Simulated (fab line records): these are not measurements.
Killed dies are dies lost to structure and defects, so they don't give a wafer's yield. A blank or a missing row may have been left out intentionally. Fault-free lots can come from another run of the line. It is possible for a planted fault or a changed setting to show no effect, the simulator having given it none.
Lot-split experiment :: flow gf180mcu :: 5 lots, 23 wafers read, on a route of 602 steps

== THE SPLIT ==
At GF_MIM_SPUTTER_09 (material TiN, target thk 35 nm, time 29.2 s), the setting power_w was moved away from the recipe's 6500 W on 8 of the 23 wafers read, by -10.1% to -4.8%. All remaining wafers had this setting at the recipe value.

The reading comes from the split's own step.

== THE READING ==
TiN_of_MIM_SPUTTER_09.thk_nm (the simulator's own value, which no gauge read), in nm, at GF_MIM_SPUTTER_09 (material TiN, target thk 35 nm, time 29.2 s). The file gives no usual value for it. The 15 wafers here that ran the recipe average 35.12 nm, standard deviation 0.41 nm.

wafer: L076.1
tool, chamber at the split: pvd_sputter-04, -
power_w as run, W: 6500
against the recipe: recipe
TiN_of_MIM_SPUTTER_09.thk_nm, nm: 35.19
against lot-mates on the recipe: -

wafer: L076.2
tool, chamber at the split: pvd_sputter-04, -
power_w as run, W: 6500
against the recipe: recipe
TiN_of_MIM_SPUTTER_09.thk_nm, nm: 35.01
against lot-mates on the recipe: -

wafer: L076.3
tool, chamber at the split: pvd_sputter-04, -
power_w as run, W: 6500
against the recipe: recipe
TiN_of_MIM_SPUTTER_09.thk_nm, nm: 34.35
against lot-mates on the recipe: -

wafer: L076.4
tool, chamber at the split: pvd_sputter-04, -
power_w as run, W: 5841
against the recipe: -10.1%
TiN_of_MIM_SPUTTER_09.thk_nm, nm: 31.39
against lot-mates on the recipe: -3.46

wafer: L076.5
tool, chamber at the split: pvd_sputter-04, -
power_w as run, W: 5841
against the recipe: -10.1%
TiN_of_MIM_SPUTTER_09.thk_nm, nm: 31.24
against lot-mates on the recipe: -3.61

wafer: L079.2
tool, chamber at the split: pvd_sputter-01, -
power_w as run, W: 6500
against the recipe: recipe
TiN_of_MIM_SPUTTER_09.thk_nm, nm: 35.71
against lot-mates on the recipe: -

wafer: L079.3
tool, chamber at the split: pvd_sputter-01, -
power_w as run, W: 6500
against the recipe: recipe
TiN_of_MIM_SPUTTER_09.thk_nm, nm: 35.36
against lot-mates on the recipe: -

wafer: L079.6
tool, chamber at the split: pvd_sputter-01, -
power_w as run, W: 6500
against the recipe: recipe
TiN_of_MIM_SPUTTER_09.thk_nm, nm: 36.05
against lot-mates on the recipe: -

wafer: L083.2
tool, chamber at the split: pvd_sputter-02, -
power_w as run, W: 6500
against the recipe: recipe
TiN_of_MIM_SPUTTER_09.thk_nm, nm: 35.13
against lot-mates on the recipe: -

wafer: L083.3
tool, chamber at the split: pvd_sputter-02, -
power_w as run, W: 6500
against the recipe: recipe
TiN_of_MIM_SPUTTER_09.thk_nm, nm: 34.73
against lot-mates on the recipe: -

wafer: L083.4
tool, chamber at the split: pvd_sputter-02, -
power_w as run, W: 6500
against the recipe: recipe
TiN_of_MIM_SPUTTER_09.thk_nm, nm: 35.06
against lot-mates on the recipe: -

wafer: L083.5
tool, chamber at the split: pvd_sputter-02, -
power_w as run, W: 6500
against the recipe: recipe
TiN_of_MIM_SPUTTER_09.thk_nm, nm: 35.03
against lot-mates on the recipe: -

wafer: L083.6
tool, chamber at the split: pvd_sputter-02, -
power_w as run, W: 6500
against the recipe: recipe
TiN_of_MIM_SPUTTER_09.thk_nm, nm: 35.24
against lot-mates on the recipe: -

wafer: L084.1
tool, chamber at the split: pvd_sputter-01, -
power_w as run, W: 6185
against the recipe: -4.8%
TiN_of_MIM_SPUTTER_09.thk_nm, nm: 33.03
against lot-mates on the recipe: -1.81

wafer: L084.2
tool, chamber at the split: pvd_sputter-01, -
power_w as run, W: 6185
against the recipe: -4.8%
TiN_of_MIM_SPUTTER_09.thk_nm, nm: 34.01
against lot-mates on the recipe: -0.84

wafer: L084.3
tool, chamber at the split: pvd_sputter-01, -
power_w as run, W: 6185
against the recipe: -4.8%
TiN_of_MIM_SPUTTER_09.thk_nm, nm: 33.53
against lot-mates on the recipe: -1.31

wafer: L084.5
tool, chamber at the split: pvd_sputter-01, -
power_w as run, W: 6500
against the recipe: recipe
TiN_of_MIM_SPUTTER_09.thk_nm, nm: 34.99
against lot-mates on the recipe: -

wafer: L084.6
tool, chamber at the split: pvd_sputter-01, -
power_w as run, W: 6500
against the recipe: recipe
TiN_of_MIM_SPUTTER_09.thk_nm, nm: 34.7
against lot-mates on the recipe: -

wafer: L085.1
tool, chamber at the split: pvd_sputter-01, -
power_w as run, W: 6500
against the recipe: recipe
TiN_of_MIM_SPUTTER_09.thk_nm, nm: 34.74
against lot-mates on the recipe: -

wafer: L085.2
tool, chamber at the split: pvd_sputter-01, -
power_w as run, W: 6500
against the recipe: recipe
TiN_of_MIM_SPUTTER_09.thk_nm, nm: 35.48
against lot-mates on the recipe: -

wafer: L085.3
tool, chamber at the split: pvd_sputter-01, -
power_w as run, W: 5871
against the recipe: -9.7%
TiN_of_MIM_SPUTTER_09.thk_nm, nm: 31.14
against lot-mates on the recipe: -3.97

wafer: L085.4
tool, chamber at the split: pvd_sputter-01, -
power_w as run, W: 5871
against the recipe: -9.7%
TiN_of_MIM_SPUTTER_09.thk_nm, nm: 31.21
against lot-mates on the recipe: -3.90

wafer: L085.5
tool, chamber at the split: pvd_sputter-01, -
power_w as run, W: 5871
against the recipe: -9.7%
TiN_of_MIM_SPUTTER_09.thk_nm, nm: 31.31
against lot-mates on the recipe: -3.80

FIT RESULTS
A straight line over all 23 wafers: TiN_of_MIM_SPUTTER_09.thk_nm changes by +0.386 nm for each +1% of power_w; r = +0.97; the points scatter about the line by 0.4 nm.
The same after taking each lot's own level away (the mean of its wafers on the recipe; 23 wafers): +0.371 nm for each +1%; r = +0.98; scatter 0.35 nm.
Per that fit: largest power_w move, reading shift of 3.8 nm.
The lots' own levels span 34.845 to 35.707 nm, that is 2.1 times the standard deviation above.
Consequently the slope shifts little with the lot-to-lot level, the two slopes agreeing.
Check: -3.78 nm against its lot-mates is what the line predicts for one of the wafers moved furthest among these (-10.1%) when that wafer is left out of the fit. It came out at -3.46 nm against them.

== ADDITIONAL SPLITS CARRIED BY THESE WAFERS ==
Note: prior to the reading, these wafers also went through further splits. Each is held against what the fit with the lots' levels taken away leaves over:
other split on the same wafers: GF_V1_SPUTTER_21 power_w
wafers away from the commonest value: 5
r with TiN_of_MIM_SPUTTER_09.thk_nm (lot level and that fit taken away): +0.05

other split on the same wafers: GF_M2_SPUTTER_02 chamber_pressure_pa
wafers away from the commonest value: 15
r with TiN_of_MIM_SPUTTER_09.thk_nm (lot level and that fit taken away): +0.44

other split on the same wafers: GF_V2_SPUTTER_21 chamber_pressure_pa
wafers away from the commonest value: 15
r with TiN_of_MIM_SPUTTER_09.thk_nm (lot level and that fit taken away): +0.25

other split on the same wafers: GF_M4_SPUTTER_03 power_w
wafers away from the commonest value: 7
r with TiN_of_MIM_SPUTTER_09.thk_nm (lot level and that fit taken away): -0.09

== FILE'S OWN FIT ==
TiN_of_MIM_SPUTTER_09.thk_nm changes by +0.363 nm for each +1% of power_w, r = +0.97.
